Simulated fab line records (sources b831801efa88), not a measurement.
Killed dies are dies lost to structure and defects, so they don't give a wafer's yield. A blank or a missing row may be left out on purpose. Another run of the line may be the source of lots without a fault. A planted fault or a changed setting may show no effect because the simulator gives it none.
Shared-tool check	flow sky130	Sampled: 13 lots, 39 wafers

== WHAT PROMPTED THE OPENING ==
At SKY_VT_ADJUST_HVTP_TW_MEAS_11 the reading VT_ADJUST_HVTP_TW is flagged on 1 of 13 lots. Wafers without a fault read 1364, standard deviation 10.
Rule: a lot is flagged when every wafer of it that has a number lies more than 4 standard deviations from that mean, or none has a number. The other lots count as sound.

lot	measured	on	VT_ADJUST_HVTP_TW, wafer by wafer	flag
L480	day 6 02:34	film metro-03	1361 1369 1362	
L483	day 6 17:20	film metro-03	1365 1361 1363	
L484	day 7 04:59	film metro-02	1373 1362 1366	
L485	day 7 15:52	film metro-02	1360 1364 1367	
L487	day 8 05:08	film metro-03	1360 1365 1363	
L488	day 8 10:52	film metro-01	1365 1356 1355	
L489	day 8 13:38	film metro-01	30 30 30	FLAGGED
L490	day 8 19:52	film metro-01	1355 1355 1361	
L499	day 11 01:17	film metro-03	1380 1372 1377	
L500	day 11 10:06	film metro-03	1376 1377 1370	
L501	day 11 12:07	film metro-03	1382 1382 1385	
L502	day 11 19:25	film metro-03	1392 1373 1380	
L503	day 12 03:13	film metro-01	1350 1348 1351	
On average the flagged lots read 30, which is -1334 against the usual, or -99 or more standard deviations.

== WHICH TOOL EACH LOT WENT THROUGH ==
The record holds 3 process steps before the reading, out of a route of 708 steps. Every cell lists first the tool, next ch and the chambers used by the sampled wafers, and last the start.
lot	flag	SKY_NWELL_STRIP_14	SKY_NWELL_STRIP_25	SKY_VT_ADJUST_HVTP_STRIP_10
L480		plasma asher-01 ch 0,1, day 4 13:55	plasma asher-04 ch 0,1, day 5 07:49	plasma asher-01 ch 0,1, day 6 02:28
L483		plasma asher-04 ch 0,1, day 5 04:23	plasma asher-04 ch 0,1, day 5 22:29	plasma asher-03 ch 0,1, day 6 17:14
L484		plasma asher-01 ch 0,1, day 5 14:05	plasma asher-01 ch 0,1, day 6 08:41	plasma asher-01 ch 0,1, day 7 04:53
L485		plasma asher-01 ch 0,1, day 6 00:28	plasma asher-02 ch 0, day 6 18:50	plasma asher-03 ch 0, day 7 15:46
L487		plasma asher-04 ch 1, day 6 12:08	plasma asher-02 ch 0,1, day 7 08:06	plasma asher-01 ch 0,1, day 8 05:02
L488		plasma asher-04 ch 0,1, day 6 18:26	plasma asher-02 ch 0,1, day 7 14:52	plasma asher-02 ch 0,1, day 8 10:46
L489	FLAGGED	plasma asher-01 ch 0,1, day 6 20:35	plasma asher-02 ch 0,1, day 7 16:32	plasma asher-03 ch 0,1, day 8 13:33
L490		plasma asher-02 ch 0,1, day 7 02:19	plasma asher-04 ch 0,1, day 7 22:56	plasma asher-02 ch 0,1, day 8 19:46
L499		plasma asher-04 ch 0,1, day 9 04:28	plasma asher-04 ch 1, day 10 02:21	plasma asher-03 ch 0,1, day 11 01:11
L500		plasma asher-02 ch 0,1, day 9 10:44	plasma asher-02 ch 0,1, day 10 09:26	plasma asher-03 ch 0,1, day 11 10:01
L501		plasma asher-01 ch 0,1, day 9 15:14	plasma asher-01 ch 1, day 10 11:35	plasma asher-01 ch 0,1, day 11 12:01
L502		plasma asher-02 ch 0,1, day 9 20:48	plasma asher-04 ch 0,1, day 10 19:15	plasma asher-02 ch 0,1, day 11 19:19
L503		plasma asher-01 ch 0,1, day 10 03:42	plasma asher-02 ch 0, day 11 02:23	plasma asher-01 ch 0,1, day 12 03:07
What the steps here do:
- SKY_NWELL_STRIP_14: strips in O2/N2.
- SKY_NWELL_STRIP_25: strips in O2/N2.
- SKY_VT_ADJUST_HVTP_STRIP_10: strips in O2/N2.
- SKY_VT_ADJUST_HVTP_TW_MEAS_11

== FLAGGED OVER TOTAL, TOOL BY TOOL (the gauges that took the reading come last) ==
step	tool	lots run	flagged	share of the flagged lots	sound lots run after its first flagged lot
SKY_NWELL_STRIP_14	plasma asher-01	6	1	all	2 (L501,L503)
SKY_NWELL_STRIP_14	plasma asher-02	3	0	none	-
SKY_NWELL_STRIP_14	plasma asher-04	4	0	none	-
SKY_NWELL_STRIP_25	plasma asher-01	2	0	none	-
SKY_NWELL_STRIP_25	plasma asher-02	6	1	all	2 (L500,L503)
SKY_NWELL_STRIP_25	plasma asher-04	5	0	none	-
SKY_VT_ADJUST_HVTP_STRIP_10	plasma asher-01	5	0	none	-
SKY_VT_ADJUST_HVTP_STRIP_10	plasma asher-02	3	0	none	-
SKY_VT_ADJUST_HVTP_STRIP_10	plasma asher-03	5	1	all	2 (L499,L500)
SKY_VT_ADJUST_HVTP_TW_MEAS_11	film metro-01	4	1	all	2 (L490,L503)
SKY_VT_ADJUST_HVTP_TW_MEAS_11	film metro-02	2	0	none	-
SKY_VT_ADJUST_HVTP_TW_MEAS_11	film metro-03	7	0	none	-

== WHAT THE TABLE ALLOWS ==
4 rows of the table ran every flagged lot: plasma asher-01 at SKY_NWELL_STRIP_14, plasma asher-02 at SKY_NWELL_STRIP_25, plasma asher-03 at SKY_VT_ADJUST_HVTP_STRIP_10, film metro-01 at SKY_VT_ADJUST_HVTP_TW_MEAS_11.
- plasma asher-01 at SKY_NWELL_STRIP_14 ran 6 lots, 1 of them flagged. Lots that were sound ran on it after the first flagged one (L501, L503); a persistent fault on the entire tool would not allow that.
- plasma asher-02 at SKY_NWELL_STRIP_25 ran 6 lots, 1 of them flagged. Lots that were sound ran on it after the first flagged one (L500, L503); a persistent fault on the entire tool would not allow that. Its own readings lie more than 4 standard deviations out on every wafer of the flagged lots: oes product au.
- plasma asher-03 at SKY_VT_ADJUST_HVTP_STRIP_10 ran 5 lots, 1 of them flagged. Lots that were sound ran on it after the first flagged one (L499, L500); a persistent fault on the entire tool would not allow that. Its own readings lie more than 4 standard deviations out on every wafer of the flagged lots: strip time to endpoint s.
- film metro-01 at SKY_VT_ADJUST_HVTP_TW_MEAS_11 ran 4 lots, 1 of them flagged. Lots that were sound ran on it after the first flagged one (L490, L503); a persistent fault on the entire tool would not allow that.
No row of the table ran every flagged lot and no sound lot after the first.

== WHAT THE SIMULATOR PUT IN ==
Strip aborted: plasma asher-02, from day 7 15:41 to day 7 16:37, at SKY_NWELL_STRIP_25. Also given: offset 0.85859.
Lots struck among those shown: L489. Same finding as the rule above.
